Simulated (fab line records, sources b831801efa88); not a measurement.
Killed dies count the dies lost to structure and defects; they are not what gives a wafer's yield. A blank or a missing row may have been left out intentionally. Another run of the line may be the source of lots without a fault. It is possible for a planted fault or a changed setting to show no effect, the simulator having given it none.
Which tool is to blame? | flow gf180mcu | Sampling: 10 lots, 30 wafers, 3 of 602 route steps

WHAT THE GAUGES READ, wafer by wafer
GF_PSD_TW_MEAS_11.
lot  | measured     | on            | PSD_TW
L892 | day 14 09:50 | film-metro-02 | 3148 3157 3165
L893 | day 15 02:28 | film-metro-02 | 3170 3161 3161
L899 | day 17 22:31 | film-metro-02 | 3080 3083 3077
L900 | day 18 08:10 | film-metro-02 | 3089 3081 3070
L901 | day 18 08:19 | film-metro-03 | 3117 3104 3123
L906 | day 19 22:28 | film-metro-03 | 3165 3169 3159
L908 | day 20 15:13 | film-metro-04 | 3170 3173 3175
L911 | day 21 08:08 | film-metro-03 | 3183 3191 3176
L912 | day 21 15:11 | film-metro-03 | 3191 3175 3174
L913 | day 22 00:04 | film-metro-03 | 3144 3151 3170

WHICH TOOL RAN EACH LOT (tool, then ch and the chambers of the sampled wafers, then the start)
lot  | GF_PSD_IMPLANT_09               | GF_PSD_STRIP_10
L892 | implanter-04 ch 0, day 14 09:37 | plasma-asher-02 ch 0,1, day 14 09:44
L893 | implanter-02 ch 0, day 15 02:14 | plasma-asher-02 ch 0,1, day 15 02:22
L899 | implanter-02 ch 0, day 17 22:17 | plasma-asher-03 ch 0,1, day 17 22:25
L900 | implanter-02 ch 0, day 18 07:56 | plasma-asher-03 ch 0,1, day 18 08:04
L901 | implanter-02 ch 0, day 18 08:04 | plasma-asher-02 ch 0,1, day 18 08:13
L906 | implanter-03 ch 0, day 19 22:13 | plasma-asher-01 ch 0,1, day 19 22:22
L908 | implanter-03 ch 0, day 20 14:58 | plasma-asher-02 ch 0,1, day 20 15:07
L911 | implanter-03 ch 0, day 21 07:53 | plasma-asher-03 ch 0,1, day 21 08:02
L912 | implanter-03 ch 0, day 21 14:55 | plasma-asher-03 ch 0,1, day 21 15:02
L913 | implanter-02 ch 0, day 21 23:49 | plasma-asher-01 ch 0,1, day 21 23:58
- GF_PSD_IMPLANT_09
- GF_PSD_STRIP_10: strips in O2/N2.

THE ANSWER, worked out from the rows above alone
Rule: what is usual is taken from the lots themselves. The widest of any qualifying gaps counts: lots, ordered by their means at a reading, are off when they make up no more than a third of the lots, leave a main group of 4 or more, and stand apart from it by 3 or more times the standard deviation of that group's means. A main group whose means are all the same, to the digits that the tables above print for the reading, isn't used. A lot without any number at a reading at which 4 lots or more have one is off too. Where the step has rows for the other lots, those lots are counted as sound.
Off: L899, L900, L901, seen at GF_PSD_TW_MEAS_11 (PSD_TW). Mean 3168 and standard deviation 10 in the main group.
If a tool, at a process step before that reading, ran all the lots that are off and no sound lot after the first of them, it fits. Those tools and the gauges at GF_PSD_TW_MEAS_11 are tried in the same way. None of those tried fits.

WHAT THE SIMULATOR HAD INSERTED
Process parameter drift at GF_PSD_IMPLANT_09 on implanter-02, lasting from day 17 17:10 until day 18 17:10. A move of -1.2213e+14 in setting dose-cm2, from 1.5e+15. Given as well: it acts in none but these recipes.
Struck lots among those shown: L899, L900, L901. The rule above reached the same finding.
